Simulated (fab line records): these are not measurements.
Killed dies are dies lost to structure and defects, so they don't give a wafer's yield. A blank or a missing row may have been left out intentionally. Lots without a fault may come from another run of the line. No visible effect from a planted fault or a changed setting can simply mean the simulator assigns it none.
Check for tools in common / flow gf180mcu / 12 lots, 36 wafers sampled

THE REASON FOR OPENING IT
GF_DUAL_GATE_THK_MEAS_03, reading DUAL_GATE_OXIDATION_00_THK: flagged on 2 of 12 lots. Fault-free wafers read 10.91 nm, with a standard deviation of 0.19.
Rule: a lot is flagged in two cases, either no wafer of it has a number, or all its wafers with numbers fall more than 4 standard deviations from that mean. As for the other lots, they are considered sound.

lot=L772; measured=day 8 00:44; on=filmMetro-03; DUAL_GATE_OXIDATION_00_THK (nm), wafer by wafer=11.00 11.06 11.18; flag=
lot=L773; measured=day 8 05:07; on=filmMetro-01; DUAL_GATE_OXIDATION_00_THK (nm), wafer by wafer=11.09 11.32 11.05; flag=
lot=L775; measured=day 8 20:06; on=filmMetro-01; DUAL_GATE_OXIDATION_00_THK (nm), wafer by wafer=10.96 10.70 10.98; flag=
lot=L777; measured=day 9 06:10; on=filmMetro-03; DUAL_GATE_OXIDATION_00_THK (nm), wafer by wafer=11.17 11.27 10.84; flag=
lot=L778; measured=day 9 17:47; on=filmMetro-03; DUAL_GATE_OXIDATION_00_THK (nm), wafer by wafer=11.31 11.12 11.29; flag=
lot=L779; measured=day 10 00:33; on=filmMetro-01; DUAL_GATE_OXIDATION_00_THK (nm), wafer by wafer=10.83 11.09 10.78; flag=
lot=L780; measured=day 10 07:03; on=filmMetro-03; DUAL_GATE_OXIDATION_00_THK (nm), wafer by wafer=12.39 12.38 12.25; flag=FLAGGED
lot=L781; measured=day 10 12:05; on=filmMetro-01; DUAL_GATE_OXIDATION_00_THK (nm), wafer by wafer=12.60 12.76 12.59; flag=FLAGGED
lot=L782; measured=day 10 17:42; on=filmMetro-03; DUAL_GATE_OXIDATION_00_THK (nm), wafer by wafer=10.80 10.61 10.72; flag=
lot=L791; measured=day 13 03:10; on=filmMetro-01; DUAL_GATE_OXIDATION_00_THK (nm), wafer by wafer=10.84 10.86 10.72; flag=
lot=L792; measured=day 14 03:32; on=filmMetro-01; DUAL_GATE_OXIDATION_00_THK (nm), wafer by wafer=10.84 10.93 10.76; flag=
lot=L794; measured=day 14 07:52; on=filmMetro-02; DUAL_GATE_OXIDATION_00_THK (nm), wafer by wafer=10.55 10.85 10.62; flag=
On average the flagged lots' numbers are 12.50 nm, which is +1.59 nm against the usual, or +8 standard deviations.

WHICH TOOL RAN EACH LOT
The record keeps 1 process step preceding the reading, out of 602 steps on the route. Each cell gives the tool, then ch followed by the chambers the sampled wafers passed through, then the start.
lot=L772; flag=; GF_DUAL_GATE_OXIDATION_02=furnace-01 ch 0, day 7 23:16
lot=L773; flag=; GF_DUAL_GATE_OXIDATION_02=furnace-01 ch 0, day 8 03:40
lot=L775; flag=; GF_DUAL_GATE_OXIDATION_02=furnace-02 ch 0, day 8 18:39
lot=L777; flag=; GF_DUAL_GATE_OXIDATION_02=furnace-01 ch 0, day 9 04:42
lot=L778; flag=; GF_DUAL_GATE_OXIDATION_02=furnace-02 ch 0, day 9 16:19
lot=L779; flag=; GF_DUAL_GATE_OXIDATION_02=furnace-01 ch 0, day 9 23:05
lot=L780; flag=FLAGGED; GF_DUAL_GATE_OXIDATION_02=furnace-02 ch 0, day 10 05:35
lot=L781; flag=FLAGGED; GF_DUAL_GATE_OXIDATION_02=furnace-02 ch 0, day 10 10:38
lot=L782; flag=; GF_DUAL_GATE_OXIDATION_02=furnace-01 ch 0, day 10 16:14
lot=L791; flag=; GF_DUAL_GATE_OXIDATION_02=furnace-01 ch 0, day 13 01:43
lot=L792; flag=; GF_DUAL_GATE_OXIDATION_02=furnace-02 ch 0, day 14 02:05
lot=L794; flag=; GF_DUAL_GATE_OXIDATION_02=furnace-02 ch 0, day 14 06:25
These steps, and what they do:
- GF_DUAL_GATE_OXIDATION_02: stabilise 600 s, purge 300 s, target thk 10.887 nm.
- GF_DUAL_GATE_THK_MEAS_03

FLAGGED OVER TOTAL, TOOL BY TOOL (the gauges that took the reading come last)
step=GF_DUAL_GATE_OXIDATION_02; tool=furnace-01; lots run=6; flagged=0; share of the flagged lots=none; sound lots run after its first flagged lot=-
step=GF_DUAL_GATE_OXIDATION_02; tool=furnace-02; lots run=6; flagged=2; share of the flagged lots=all; sound lots run after its first flagged lot=2 (L792,L794)
step=GF_DUAL_GATE_THK_MEAS_03; tool=filmMetro-01; lots run=6; flagged=1; share of the flagged lots=some; sound lots run after its first flagged lot=2 (L791,L792)
step=GF_DUAL_GATE_THK_MEAS_03; tool=filmMetro-02; lots run=1; flagged=0; share of the flagged lots=none; sound lots run after its first flagged lot=-
step=GF_DUAL_GATE_THK_MEAS_03; tool=filmMetro-03; lots run=5; flagged=1; share of the flagged lots=some; sound lots run after its first flagged lot=1 (L782)

WHAT IS ALLOWED BY THE TABLE
1 row of the table ran every flagged lot: furnace-02 at GF_DUAL_GATE_OXIDATION_02.
- furnace-02 at GF_DUAL_GATE_OXIDATION_02 ran 6 lots, 2 of them flagged. After the first flagged lot (L792, L794), sound lots still ran on it; a lasting fault on the whole tool would not permit that.
Not one row of the table ran every flagged lot while running no sound lot after the first.

WHAT THE SIMULATOR HAD INSERTED
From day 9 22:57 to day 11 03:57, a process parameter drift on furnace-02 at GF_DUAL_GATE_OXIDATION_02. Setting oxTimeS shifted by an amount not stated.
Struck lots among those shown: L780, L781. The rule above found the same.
